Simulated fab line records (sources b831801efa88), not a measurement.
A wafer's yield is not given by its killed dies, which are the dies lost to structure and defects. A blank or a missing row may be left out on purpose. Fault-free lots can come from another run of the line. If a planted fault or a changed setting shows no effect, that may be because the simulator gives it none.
Comparing a struck lot with a sound one ; flow sky130 ; 15 out of 708 route steps
Sound: the wafers L814.3, L814.4, L814.5. Struck: wafers L830.1, L830.5. (L830.4 of the same lot was not struck and is left out.) The cause comes at the end.
Each step with rows lists, per side, the tool, then ch with its chambers, then its first start. Under that, the readings that differ: sound wafers ; struck wafers ; difference of the means ; sigmas: that difference in standard deviations of wafers without a fault.
alike: a reading whose means differ by less than 2 such deviations, as well as words and numbers matching on both sides. not compared: withheld readings; readings where some wafer has no value; bounds like >300 that might hide an equal value; numbers whose values overlap and for which the record gives no deviation.
The two part at a step that has a row with sigmas, a row that says differs or no value, or rows on one side only. Numbers that don't overlap but have no deviation are shown without sigmas and don't part them. A reading that every wafer of one side lacks parts them only if that side has two wafers or more.

first, 3 steps without rows for these wafers: SKY_LI_CONTACT_EXPOSE_09 (exposes mask LICM1, target cd 170 nm); SKY_LI_CONTACT_PEB_10; SKY_LI_CONTACT_DEVELOP_11 (develop time 60 s).
SKY_LI_CONTACT_CD_MEAS_12: target cd 170 nm.
  struck on cd sem-02, day 35 01:55; sound on cd sem-02, day 31 01:42
  alike: cd nm
SKY_LI_CONTACT_OVL_MEAS_13:
  struck on overlay-01, day 35 02:02; sound on overlay-02, day 31 01:47
  alike: LI_CONTACT_OVL
SKY_LI_CONTACT_ETCH_14: etches BARC in N2/H2, stops on SiO2, time 45.9 s, target depth 60 nm.
  sound on rie diel-01 ch 0,2, day 31 01:49; struck on rie diel-02 ch 1, day 35 02:05
  alike: drypump motor current A, h2 flow sccm, n2 flow sccm, oes product au, throttle valve pct
  not compared: rf hours counter h
SKY_LI_CONTACT_ETCH_15: etches PSG in C4F8/O2/Ar, stops on Si, target depth 600 nm.
  sound on rie diel-01 ch 0,2, day 31 01:52; struck on rie diel-02 ch 1, day 35 02:07
  alike: oes product au
SKY_LI_CONTACT_STRIP_16: strips in O2/N2.
  sound on plasma asher-04 ch 0,1, day 31 01:58; struck on plasma asher-02 ch 1, day 35 02:13
reading;sound;struck;difference;sigmas
n2 flow sccm (sccm);300.2 300.7 300.7;297.2 299.5;-2.2;-2
  alike: drypump motor current A, oes product au, strip time to endpoint s
  not compared: rf hours counter h
then, 2 steps without rows for these wafers: SKY_LI_CONTACT_CLEAN_17 (cleans in NMP, time 600 s); SKY_LI_CONTACT_PRE_CLEAN_18 (time 5.6 s).
SKY_LI_CONTACT_SPUTTER_19: material Ti, target thk 20 nm, time 106.37 s.
  struck on pvd sputter-03, day 35 02:30; sound on pvd sputter-03, day 31 02:15
  alike: substrate temp c, throttle valve pct
SKY_LI_CONTACT_SPUTTER_20: material TiN, target thk 20 nm, time 80 s.
  struck on pvd sputter-03, day 35 02:35; sound on pvd sputter-03, day 31 02:20
  alike: throttle valve pct
SKY_LI_CONTACT_CVD_21: deposits W, target thk 400 nm, time 120.56 s.
  sound on cvd w-02 ch 0,1, day 31 02:26; struck on cvd w-01 ch 0, day 35 02:38
reading;sound;struck;difference;sigmas
model.W_of_LI_CONTACT_CVD_21.thk nm (nm);389.4 387.5 392.8;412.2 410.8;+21.6;
  alike: heater power w
SKY_LI_CONTACT_RS_MEAS_22: a four-point-probe measurement.
  struck on film metro-01, day 35 02:46; sound on film metro-04, day 31 02:33
reading;sound;struck;difference;sigmas
LI_CONTACT_W_RS (ohm/sq);0.292 0.294 0.290;0.277 0.277;-0.015;-4
-- record jumps: 15 days separate the struck wafers' starts on either side; left off in module LI_CONTACT, taken up again in module PAD_OPEN, whose first shown step is the route's number 708 --
SKY_PAD_OPEN_PROBE_99:
  struck on prober-02, day 50 03:35; sound on prober-02, day 47 05:52
  alike: killed_at_M0_to_M3, killed_at_M4_up, killed at contacts, killed at front end, killed at other, killed dies, killed open, killed short

## WHERE THEY PART
First at SKY_LI_CONTACT_STRIP_16; last, within this record, at SKY_LI_CONTACT_RS_MEAS_22. Later steps at which nothing parts them and some readings are alike: SKY_PAD_OPEN_PROBE_99.

WHY: whatever the simulator had introduced
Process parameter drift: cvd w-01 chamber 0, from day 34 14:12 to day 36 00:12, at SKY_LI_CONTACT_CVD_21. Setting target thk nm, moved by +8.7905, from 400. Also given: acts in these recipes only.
